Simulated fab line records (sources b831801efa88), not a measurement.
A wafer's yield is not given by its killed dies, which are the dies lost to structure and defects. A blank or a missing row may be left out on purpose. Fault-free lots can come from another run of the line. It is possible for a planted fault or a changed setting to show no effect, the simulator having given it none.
Struck lot and sound lot, side by side :: flow sky130 :: 24 steps out of a route of 708
Sound: the wafers L768.1, L768.2, L768.3. Wafers struck: L775.3, L775.4, L775.6. The cause is named last.
Each step with rows lists, per side, the tool, then ch with its chambers, then its first start. Under that, the readings that differ: sound wafers :: struck wafers :: difference of the means :: sigmas: that difference in standard deviations of wafers without a fault.
alike: a reading whose means differ by less than 2 such deviations, as well as words and numbers matching on both sides. not compared: withheld readings; readings where some wafer has no value; bounds like >300 that might hide an equal value; numbers whose values overlap and for which the record gives no deviation.
The two part at a step that has a row with sigmas, a row that says differs or no value, or rows on one side only. When numbers do not overlap yet have no deviation, they are printed without sigmas and do not part them. A reading that every wafer of one side lacks parts them only if that side has two wafers or more.

SKY_METAL3_METAL_ETCH_18: etches the open film in Cl2/BCl3, stops on SiO2, target depth 845 nm, time 183.1 s.
  sound on rie-metal-02 ch 0,1, day 38 06:10; struck on rie-metal-04 ch 0,1, day 41 01:15
  alike: drypump-motor-current-A, oes-product-au, throttle-valve-pct
  not compared: rf-hours-counter-h
SKY_METAL3_STRIP_19: strips in O2/N2.
  sound on plasma-asher-03 ch 0,1, day 38 06:20; struck on plasma-asher-03 ch 0,1, day 41 01:26
reading: strip-time-to-endpoint-s (s)
sound: 6.58 6.65 6.61
struck: 6.39 6.53 6.37
difference: -0.18
sigmas: -2
  alike: drypump-motor-current-A, oes-product-au
  not compared: rf-hours-counter-h
then, 4 steps without rows for these wafers: SKY_METAL3_STRIP_20 (strips in post etch residue remover, time 1200 s); SKY_METAL3_CLEAN_21 (cleans in IPA, time 180 s); SKY_METAL3_CLEAN_22 (cleans in O3/DIW); SKY_VIA3_HDPCVD_00 (deposits SiO2, target thk 1635 nm, time 272.5 s).
SKY_VIA3_THK_MEAS_01:
  struck on film-metro-04, day 41 02:16; sound on film-metro-02, day 38 07:06
  alike: VIA3_HDPCVD_THK
SKY_VIA3_CMP_02: polishes SiO2.
  sound on cmp-01 ch 0,1,3, day 38 07:10; struck on cmp-01 ch 0,1, day 41 02:18
  alike: edge-zone-pressure-frac, motor-current-A
SKY_VIA3_BOW_MEAS_03:
  struck on film-metro-01, day 41 02:38; sound on film-metro-04, day 38 07:28
  alike: VIA3_BOW
then, 3 steps without rows for these wafers: SKY_VIA3_DEHYDRATE_04 (time 60 s); SKY_VIA3_HMDS_05 (prime time 60 s); SKY_VIA3_COAT_06 (resist thk 60 nm).
SKY_VIA3_COAT_07: resist thk 450 nm.
  sound on litho-track-02 ch 0, day 38 19:00; struck on litho-track-04 ch 0, day 41 14:00
reading: spin-speed-rpm (rpm)
sound: 2999.9 2999.1 3001.9
struck: 3087.0 3082.6 3087.2
difference: +85.3
sigmas: +47

reading: model.KrF-thick_of_VIA3_COAT_07.thk-nm (nm)
sound: 448.6 449.3 450.5
struck: 442.6 443.4 444.9
difference: -5.8
sigmas: 
then, 4 steps without rows for these wafers: SKY_VIA3_SOFTBAKE_08 (time 90 s); SKY_VIA3_EXPOSE_09 (exposes mask VIM3, target cd 200 nm); SKY_VIA3_PEB_10; SKY_VIA3_DEVELOP_11 (develop time 60 s).
SKY_VIA3_CD_MEAS_12: the cd target is 200 nm.
  struck on cd-sem-01, day 42 02:36; sound on cd-sem-01, day 39 08:34
  alike: cd-nm
SKY_VIA3_OVL_MEAS_13:
  struck on overlay-02, day 42 02:41; sound on overlay-01, day 39 08:41
  alike: VIA3_OVL
SKY_VIA3_ETCH_14: etches BARC in N2/H2, stops on SiO2, time 45.9 s, target depth 60 nm.
  sound on rie-diel-02 ch 0,2,3, day 39 08:43; struck on rie-diel-02 ch 0,1,2, day 42 02:43
  alike: drypump-motor-current-A, oes-product-au, throttle-valve-pct
  not compared: rf-hours-counter-h
SKY_VIA3_ETCH_15: etches SiO2 in C4F8/O2/Ar, stops on TiN, target depth 507 nm, time 78 s.
  sound on rie-diel-02 ch 0,2,3, day 39 08:46; struck on rie-diel-02 ch 0,1,2, day 42 02:46
reading: model.KrF-thick_of_VIA3_COAT_07.thk-nm (nm)
sound: 292.3 292.9 289.4
struck: 286.5 283.6 286.1
difference: -6.1
sigmas: 
  alike: oes-product-au
  not compared: rf-hours-counter-h
SKY_VIA3_STRIP_16: strips in O2/N2.
  sound on plasma-asher-04 ch 0,1, day 39 08:49; struck on plasma-asher-04 ch 0,1, day 42 02:51
reading: strip-time-to-endpoint-s (s)
sound: 4.148 4.138 4.120
struck: 4.067 4.051 4.067
difference: -0.074
sigmas: -3
  alike: drypump-motor-current-A, oes-product-au
  not compared: rf-hours-counter-h
then, 1 step without rows for these wafers: SKY_VIA3_STRIP_17 (strips in post etch residue remover, time 1200 s).
-- the record jumps here: 6 days lie between the struck wafers' starts before and after (it left off in module VIA3 and takes up again in module PAD_OPEN, whose first step shown is number 708 of the route) --
SKY_PAD_OPEN_PROBE_99:
  record: rows for the struck wafers here (prober-01, day 47 17:17), none for the sound ones

== WHERE THEY PART ==
At SKY_METAL3_STRIP_19 first; at SKY_PAD_OPEN_PROBE_99 last (within this record only).

WHY: what the simulator had put in
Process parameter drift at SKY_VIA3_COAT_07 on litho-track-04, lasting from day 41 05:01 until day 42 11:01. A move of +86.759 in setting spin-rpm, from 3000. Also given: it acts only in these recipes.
